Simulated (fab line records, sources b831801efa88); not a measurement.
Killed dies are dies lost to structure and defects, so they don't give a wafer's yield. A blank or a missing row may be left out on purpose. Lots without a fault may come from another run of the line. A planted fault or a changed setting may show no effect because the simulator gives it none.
A struck lot beside a sound one | flow gf180mcu | 43 steps out of a route of 602
Sound: wafers L838.3, L838.4, L838.5. Struck: wafers L847.3, L847.4, L847.5. The cause comes at the end.
At each step with rows: each side's tool, then ch and its chambers, then its first start. Under that, the readings that differ: sound wafers | struck wafers | difference of the means | sigmas: that difference in standard deviations of wafers without a fault.
alike: readings whose means differ by less than 2 such deviations, and words and numbers that are the same on both sides. not compared: withheld readings, readings that some wafer has no value for, bounds like >300 that may hide the same value, and numbers for which the record gives no deviation and whose values overlap.
The two part at a step that has a row with sigmas, a row that says differs or no value, or rows on one side only. Numbers that don't overlap but have no deviation are shown without sigmas and don't part them. A reading that every wafer of one side lacks parts them only if that side has two wafers or more.

first, 1 step without rows for these wafers: GF_NWELL_IMPLANT_09.
GF_NWELL_STRIP_10: strips in O2/N2.
  sound on plasma_asher-01 ch 0,1, day 4 02:40; struck on plasma_asher-03 ch 0,1, day 6 02:10
  reading                      | sound             | struck            | difference | sigmas
  strip_time_to_endpoint_s (s) | 36.75 36.84 36.82 | 37.01 37.03 37.04 | +0.22      | +2
  alike: drypump_motor_current_A, heater_power_w, oes_product_au
  not compared: rf_hours_counter_h
GF_NWELL_TW_MEAS_11:
  sound on film_metro-04, day 4 02:46; struck on film_metro-01, day 6 02:16
  alike: NWELL_TW
then, 7 steps without rows for these wafers: GF_LVPWELL_DEHYDRATE_00 (time 60 s); GF_LVPWELL_HMDS_01 (prime time 60 s); GF_LVPWELL_COAT_02 (resist thk 2959 nm); GF_LVPWELL_SOFTBAKE_03; GF_LVPWELL_EXPOSE_04 (exposes mask LVPWELL, target cd 600 nm); GF_LVPWELL_PEB_05; GF_LVPWELL_DEVELOP_06 (develop time 60 s).
GF_LVPWELL_OVL_MEAS_07:
  sound on overlay-02, day 4 16:17; struck on overlay-02, day 6 17:47
  alike: LVPWELL_OVL
then, 1 step without rows for these wafers: GF_LVPWELL_IMPLANT_08.
GF_LVPWELL_IMPLANT_09:
  sound on implanter-04 ch 0, day 4 16:30; struck on implanter-01 ch 0, day 6 18:00
  reading            | sound                         | struck                     | difference | sigmas
  dose_ions_cm2      | 4.998e+12 4.988e+12 4.989e+12 | 9.53e+11 9.49e+11 9.57e+11 | -4.04e+12  | -99 or more
  faraday_current_uA | 27.9 28.8 27.7                | 5.4 5.4 5.3                | -22.8      | -42
GF_LVPWELL_STRIP_10: strips in O2/N2.
  sound on plasma_asher-01 ch 0,1, day 4 16:38; struck on plasma_asher-01 ch 0,1, day 6 18:08
  alike: drypump_motor_current_A, heater_power_w, oes_product_au, strip_time_to_endpoint_s
  not compared: rf_hours_counter_h
GF_LVPWELL_TW_MEAS_11:
  sound on film_metro-01, day 4 16:43; struck on film_metro-01, day 6 18:27
  reading    | sound             | struck            | difference | sigmas
  LVPWELL_TW | 549.0 548.6 549.0 | 527.5 526.4 526.4 | -22.1      | -7
  not compared: hold
then, 6 steps without rows for these wafers: GF_MVSD_HMDS_01 (prime time 60 s); GF_MVSD_COAT_02 (resist thk 3000 nm); GF_MVSD_SOFTBAKE_03; GF_MVSD_EXPOSE_04 (exposes mask MVSD, target cd 1000 nm); GF_MVSD_PEB_05; GF_MVSD_DEVELOP_06 (develop time 60 s).
GF_MVSD_OVL_MEAS_07:
  sound on overlay-02, day 5 06:51; struck on overlay-02, day 7 09:36
  alike: MVSD_OVL
then, 2 steps without rows for these wafers: GF_MVSD_IMPLANT_08; GF_MVSD_IMPLANT_09.
GF_MVSD_STRIP_10: strips in O2/N2.
  sound on plasma_asher-04 ch 0,1, day 5 07:12; struck on plasma_asher-04 ch 0,1, day 7 09:57
  alike: drypump_motor_current_A, heater_power_w, oes_product_au, strip_time_to_endpoint_s
  not compared: rf_hours_counter_h
GF_MVSD_TW_MEAS_11:
  sound on film_metro-04, day 5 07:17; struck on film_metro-02, day 7 10:02
  alike: MVSD_TW
then, 7 steps without rows for these wafers: GF_MVPSD_DEHYDRATE_00 (time 60 s); GF_MVPSD_HMDS_01 (prime time 60 s); GF_MVPSD_COAT_02 (resist thk 3000 nm); GF_MVPSD_SOFTBAKE_03; GF_MVPSD_EXPOSE_04 (exposes mask MVPSD, target cd 1000 nm); GF_MVPSD_PEB_05; GF_MVPSD_DEVELOP_06 (develop time 60 s).
GF_MVPSD_OVL_MEAS_07:
  sound on overlay-02, day 5 21:31; struck on overlay-02, day 8 01:37
  alike: MVPSD_OVL
then, 2 steps without rows for these wafers: GF_MVPSD_IMPLANT_08; GF_MVPSD_IMPLANT_09.
GF_MVPSD_STRIP_10: strips in O2/N2.
  sound on plasma_asher-04 ch 0,1, day 5 21:52; struck on plasma_asher-03 ch 0,1, day 8 02:02
  alike: drypump_motor_current_A, heater_power_w, oes_product_au, strip_time_to_endpoint_s
  not compared: rf_hours_counter_h
GF_MVPSD_TW_MEAS_11:
  sound on film_metro-04, day 5 21:57; struck on film_metro-02, day 8 02:08
  alike: MVPSD_TW
then, 3 steps without rows for these wafers: GF_VT_IMPLANT_DEHYDRATE_00 (time 60 s); GF_VT_IMPLANT_HMDS_01 (prime time 60 s); GF_VT_IMPLANT_COAT_02 (resist thk 1000 nm).
-- the record jumps here: 3 days lie between the struck wafers' starts before and after --
GF_VT_IMPLANT_RS_MEAS_48: measures by four-point-probe.
  sound on film_metro-04, day 8 13:11; struck on film_metro-01, day 10 23:54
  reading             | sound          | struck         | difference | sigmas
  LVPWELL_RS (ohm/sq) | 1198 1200 1198 | 1438 1441 1443 | +242       | +69
  not compared: hold
then, 1 step without rows for these wafers: GF_PASSIVATION_PROBE_99.

WHERE THEY PART
First at GF_NWELL_STRIP_10; last, within this record, at GF_VT_IMPLANT_RS_MEAS_48.

WHY: what the simulator had put in
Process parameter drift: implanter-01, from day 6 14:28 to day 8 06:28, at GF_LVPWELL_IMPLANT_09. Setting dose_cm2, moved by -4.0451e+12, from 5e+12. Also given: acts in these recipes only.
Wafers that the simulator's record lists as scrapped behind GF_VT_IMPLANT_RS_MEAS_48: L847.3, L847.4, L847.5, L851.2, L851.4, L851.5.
